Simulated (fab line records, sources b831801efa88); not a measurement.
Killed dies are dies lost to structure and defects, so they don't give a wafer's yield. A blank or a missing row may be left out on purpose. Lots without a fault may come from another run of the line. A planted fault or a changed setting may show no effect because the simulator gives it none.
A struck lot beside a sound one | flow sky130 | 21 steps out of a route of 708
Sound: wafers L773.2, L773.5, L773.6. Struck: wafers L778.1, L778.4, L778.5. The cause comes at the end.
At each step with rows: each side's tool, then ch and its chambers, then its first start. Under that, the readings that differ: sound wafers | struck wafers | difference of the means | sigmas: that difference in standard deviations of wafers without a fault.
alike: readings whose means differ by less than 2 such deviations, and words and numbers that are the same on both sides. not compared: withheld readings, readings that some wafer has no value for, bounds like >300 that may hide the same value, and numbers for which the record gives no deviation and whose values overlap.
The two part at a step that has a row with sigmas, a row that says differs or no value, or rows on one side only. Numbers that don't overlap but have no deviation are shown without sigmas and don't part them. A reading that every wafer of one side lacks parts them only if that side has two wafers or more.

first, 1 step without rows for these wafers: SKY_RES_XHIGH_IMPLANT_07.
SKY_RES_XHIGH_STRIP_08: strips in O2/N2.
  sound on plasma_asher-01 ch 0,1, day 27 13:45; struck on plasma_asher-04 ch 0,1, day 29 05:54
  alike: drypump_motor_current_A, oes_product_au, strip_time_to_endpoint_s
  not compared: rf_hours_counter_h
SKY_RES_XHIGH_TW_MEAS_09:
  sound on film_metro-02, day 27 13:52; struck on film_metro-01, day 29 06:00
  alike: RES_XHIGH_TW
then, 7 steps without rows for these wafers: SKY_SD_N_DEHYDRATE_00 (time 60 s); SKY_SD_N_HMDS_01 (prime time 60 s); SKY_SD_N_COAT_02 (resist thk 1140 nm); SKY_SD_N_SOFTBAKE_03 (time 60 s); SKY_SD_N_EXPOSE_04 (exposes mask NSDM, target cd 380 nm); SKY_SD_N_PEB_05; SKY_SD_N_DEVELOP_06 (develop time 60 s).
SKY_SD_N_CD_MEAS_07: target cd 380 nm.
  sound on cd_sem-02, day 28 17:35; struck on cd_sem-01, day 30 09:37
  alike: cd_nm
SKY_SD_N_OVL_MEAS_08:
  sound on overlay-02, day 28 17:42; struck on overlay-01, day 30 09:44
  alike: SD_N_OVL
SKY_SD_N_IMPLANT_09:
  sound on implanter-02 ch 0, day 28 17:45; struck on implanter-04 ch 0, day 30 09:46
  reading                   | sound                | struck               | difference | sigmas
  beam_energy_keV           | 49.998 50.022 50.010 | 39.175 39.175 39.169 | -10.837    | -99 or more
  model.implant.rp_nm (nm)  | 31.32 31.32 31.32    | 26.14 26.14 26.14    | -5.18      |
  model.implant.drp_nm (nm) | 14.11 14.11 14.11    | 11.77 11.77 11.77    | -2.34      |
  alike: tilt_deg
then, 1 step without rows for these wafers: SKY_SD_N_IMPLANT_10.
SKY_SD_N_STRIP_11: strips in O2/N2.
  sound on plasma_asher-01 ch 0,1, day 28 18:02; struck on plasma_asher-01 ch 0,1, day 30 10:04
  reading                      | sound             | struck            | difference | sigmas
  oes_product_au (a.u.)        | 0.527 0.532 0.518 | 0.554 0.554 0.551 | +0.027     | +6
  strip_time_to_endpoint_s (s) | 22.49 22.49 22.48 | 20.95 20.82 20.87 | -1.61      | -30
  alike: drypump_motor_current_A
  not compared: rf_hours_counter_h
SKY_SD_N_TW_MEAS_12:
  sound on film_metro-01, day 28 18:08; struck on film_metro-03, day 30 10:10
  reading | sound          | struck         | difference | sigmas
  SD_N_TW | 3866 3891 3878 | 3689 3690 3684 | -191       | -5
then, 1 step without rows for these wafers: SKY_SD_N_CLEAN_13 (cleans in SC1/SC2, time 150 s).
SKY_SD_N_RTA_14: time 2 s.
  sound on rtp_anneal-01 ch 0, day 28 18:14; struck on rtp_anneal-02 ch 0, day 30 10:17
  alike: chamber_o2_ppm, lamp_power_pct, wafer_temp_C_max
SKY_SD_N_RS_MEAS_16: measures by four-point-probe.
  sound on film_metro-03, day 28 18:26; struck on film_metro-03, day 30 10:28
  reading          | sound             | struck            | difference | sigmas
  SD_N_RS (ohm/sq) | 68.65 68.80 68.71 | 77.40 77.43 77.26 | +8.64      | +54
SKY_SD_N_RS_MEAS_17: measures by four-point-probe.
  sound on film_metro-03, day 28 18:33; struck on film_metro-03, day 30 10:35
  alike: SD_P_RS
-- the record jumps here: 17 days lie between the struck wafers' starts before and after (it left off in module SD_N and takes up again in module PAD_OPEN, whose first step shown is number 708 of the route) --
SKY_PAD_OPEN_PROBE_99:
  sound on prober-02, day 46 09:23; struck on prober-01, day 47 15:43
  reading                                 | sound             | struck            | difference | sigmas
  model.etest.res_ndiff.line_ohm_um       | 768.5 769.6 770.5 | 848.9 861.5 848.2 | +83.3      |
  model.etest.sonos_uncharged.r_on_ohm_um | 809.6 801.9 814.8 | 823.5 831.5 822.9 | +17.2      |
  model.etest.res_ndiff.rs_ohm_sq         | 121.1 120.8 121.5 | 132.7 133.1 133   | +11.8      |
  model.etest.res_ndiff_hv.rs_ohm_sq      | 116 115.8 115.8   | 126.4 125.5 125.8 | +10.0      |
  alike: killed_at_M0_to_M3, killed_at_M4_up, killed_at_contacts, killed_at_front_end, killed_at_other, killed_dies, killed_open, killed_short

WHERE THEY PART
First at SKY_SD_N_IMPLANT_09; last, within this record, at SKY_SD_N_RS_MEAS_16. Later steps at which nothing parts them and some readings are alike: SKY_SD_N_RS_MEAS_17, SKY_PAD_OPEN_PROBE_99.

WHY: what the simulator had put in
Process parameter drift: implanter-04, from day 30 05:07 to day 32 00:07, at SKY_SD_N_IMPLANT_09. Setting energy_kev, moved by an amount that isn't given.
